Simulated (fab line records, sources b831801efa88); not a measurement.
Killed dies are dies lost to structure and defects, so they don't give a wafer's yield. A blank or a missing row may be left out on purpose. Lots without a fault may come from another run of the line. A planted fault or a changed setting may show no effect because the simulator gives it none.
Which tool did it? | flow gf180mcu | 12 lots, 36 wafers sampled, at 4 steps of a route of 602

WHAT THE GAUGES READ, wafer by wafer
GF_V5_THK_MEAS_03. Usual: V5_CVD_02_THK 1444 nm, standard deviation 21.
lot  | measured     | on            | V5_CVD_02_THK (nm) | flag
L531 | day 26 14:58 | film_metro-02 | 1396 1439 1454     |
L535 | day 27 21:07 | film_metro-03 | 1437 1442 1471     |
L538 | day 28 14:59 | film_metro-02 | 1433 1425 1449     |
L544 | day 31 07:27 | film_metro-02 | 1445 1444 1456     |
L545 | day 31 07:50 | film_metro-01 | 1457 1454 1465     |
L546 | day 31 08:10 | film_metro-01 | 1437 1448 1425     |
L547 | day 31 16:25 | film_metro-02 | 1456 1442 1458     |
L549 | day 31 22:35 | film_metro-01 | 1425 1468 1447     |
L550 | day 32 04:55 | film_metro-01 | 1458 1449 1435     |
L551 | day 32 10:04 | film_metro-03 | 1416 1453 1456     |
L552 | day 32 15:56 | film_metro-01 | 1409 1388 1410     |
L554 | day 33 05:15 | film_metro-02 | 1413 1434 1418     |

GF_PASSIVATION_BOW_MEAS_14. Usual: PASSIVATION_BOW 137 um, standard deviation 10.
lot  | measured     | on            | PASSIVATION_BOW (um) | flag
L531 | day 29 09:07 | film_metro-01 | 125 128 119          |
L535 | day 30 12:04 | film_metro-02 | 118 133 117          |
L538 | day 31 04:56 | film_metro-01 | 134 142 152          |
L544 | day 33 14:51 | film_metro-02 | 121 127 145          |
L545 | day 33 15:47 | film_metro-02 | 136 143 143          |
L546 | day 33 16:21 | film_metro-02 | 124 134 141          |
L547 | day 33 23:26 | film_metro-02 | 139 139 153          |
L549 | day 34 05:04 | film_metro-01 | 146 138 147          |
L550 | day 34 10:15 | film_metro-01 | 138 133 145          |
L551 | day 34 15:33 | film_metro-04 | 143 139 140          |
L552 | day 34 20:33 | film_metro-01 | 147 153 152          |
L554 | day 35 08:43 | film_metro-02 | 137 137 128          |

WHICH TOOL RAN EACH LOT (tool, then ch and the chambers of the sampled wafers, then the start)
lot  | GF_V5_CMP_26                  | GF_TOP_METAL_METAL_ETCH_16
L531 | cmp-02 ch 0,1, day 27 12:58   | rie_metal-03 ch 0,1, day 28 09:14
L535 | cmp-01 ch 0,2,3, day 28 18:16 | rie_metal-03 ch 0,1, day 29 14:51
L538 | cmp-01 ch 0,3, day 29 12:16   | rie_metal-02 ch 0,1, day 30 07:19
L544 | cmp-02 ch 0,1,3, day 32 02:23 | rie_metal-04 ch 0,1, day 32 19:26
L545 | cmp-02 ch 0,1,3, day 32 03:13 | rie_metal-02 ch 0,1, day 32 20:24
L546 | cmp-02 ch 0,2,3, day 32 03:37 | rie_metal-03 ch 0,1, day 32 20:38
L547 | cmp-01 ch 0,1,2, day 32 10:57 | rie_metal-03 ch 0,1, day 33 04:12
L549 | cmp-01 ch 0,2, day 32 17:12   | rie_metal-04 ch 0,1, day 33 10:08
L550 | cmp-01 ch 0,1,3, day 32 22:47 | rie_metal-04 ch 0,1, day 33 15:43
L551 | cmp-01 ch 0,1,3, day 33 04:10 | rie_metal-03 ch 0,1, day 33 21:34
L552 | cmp-01 ch 0,1,3, day 33 10:13 | rie_metal-02 ch 0,1, day 34 02:34
L554 | cmp-01 ch 0,1,3, day 33 23:21 | rie_metal-03 ch 0,1, day 34 15:13
- GF_V5_CMP_26: polishes, stops on SiO2, t overpolish 15 s, target thk 0 nm.
- GF_TOP_METAL_METAL_ETCH_16: etches the open film in Cl2/BCl3, stops on SiO2, target depth 1197 nm, time 199.5 s.

WHAT THE TOOLS THEMSELVES READ (means of the sampled wafers that have a number; where no wafer has one, the mark that the record gives instead)
GF_V5_CMP_26. Usual: motor_current_A 11.1 A, standard deviation 1.9; overpolish_run_s 14.999 s, standard deviation 0.0082; time_to_endpoint_s 86 s, standard deviation 3.7.
lot  | tool   | motor_current_A (A) | overpolish_run_s (s) | time_to_endpoint_s (s) | flag
L531 | cmp-02 | 14.0                | 14.996               | 87                     |
L535 | cmp-01 | 10.3                | 14.999               | 88                     |
L538 | cmp-01 | 11.2                | 14.996               | 86                     |
L544 | cmp-02 | 12.4                | 15.005               | 83                     |
L545 | cmp-02 | 12.4                | 14.992               | 84                     |
L546 | cmp-02 | 11.3                | 14.996               | 87                     |
L547 | cmp-01 | 11.2                | 14.996               | 88                     |
L549 | cmp-01 | 10.3                | 14.997               | 86                     |
L550 | cmp-01 | 11.3                | 14.998               | 87                     |
L551 | cmp-01 | 11.4                | 15.006               | 83                     |
L552 | cmp-01 | 11.1                | 15.000               | 84                     |
L554 | cmp-01 | 11.1                | 14.995               | 85                     |

GF_TOP_METAL_METAL_ETCH_16. Usual: drypump_motor_current_A 5.6 A, standard deviation 0.45; oes_product_au 0.988 a.u., standard deviation 0.0066; throttle_valve_pct 28.235 %, standard deviation 0.012.
lot  | tool         | drypump_motor_current_A (A) | oes_product_au (a.u.) | throttle_valve_pct (%) | flag
L531 | rie_metal-03 | 6.1                         | 0.982                 | 28.233                 |
L535 | rie_metal-03 | 6.1                         | 0.985                 | 28.226                 |
L538 | rie_metal-02 | 5.1                         | 0.986                 | 28.222                 |
L544 | rie_metal-04 | 5.4                         | 0.984                 | 28.232                 |
L545 | rie_metal-02 | 5.1                         | 0.983                 | 28.232                 |
L546 | rie_metal-03 | 6.1                         | 0.993                 | 28.232                 |
L547 | rie_metal-03 | 6.1                         | 0.991                 | 28.223                 |
L549 | rie_metal-04 | 5.3                         | 0.987                 | 28.232                 |
L550 | rie_metal-04 | 5.3                         | 0.978                 | 28.234                 |
L551 | rie_metal-03 | 6.1                         | 0.992                 | 28.230                 |
L552 | rie_metal-02 | 5.0                         | 0.989                 | 28.239                 |
L554 | rie_metal-03 | 6.0                         | 0.990                 | 28.231                 |

THE ANSWER, worked out from the rows above alone
Rule: a lot is off if the mean of its wafers that have a number lies more than 3 standard deviations from the usual mean. A lot without any number at a reading at which 4 lots or more have one is off too. The other lots that the step has rows for count as sound. The gauges are gone through in route order, then the tools' own readings, and for those a lot's mean is taken as printed above. The first step at which some lot is off is used, and at that step the reading that is off furthest; a lot without a number counts as furthest.
No lot is off at any reading shown: from this, nothing can be told.

WHAT THE SIMULATOR HAD PUT IN
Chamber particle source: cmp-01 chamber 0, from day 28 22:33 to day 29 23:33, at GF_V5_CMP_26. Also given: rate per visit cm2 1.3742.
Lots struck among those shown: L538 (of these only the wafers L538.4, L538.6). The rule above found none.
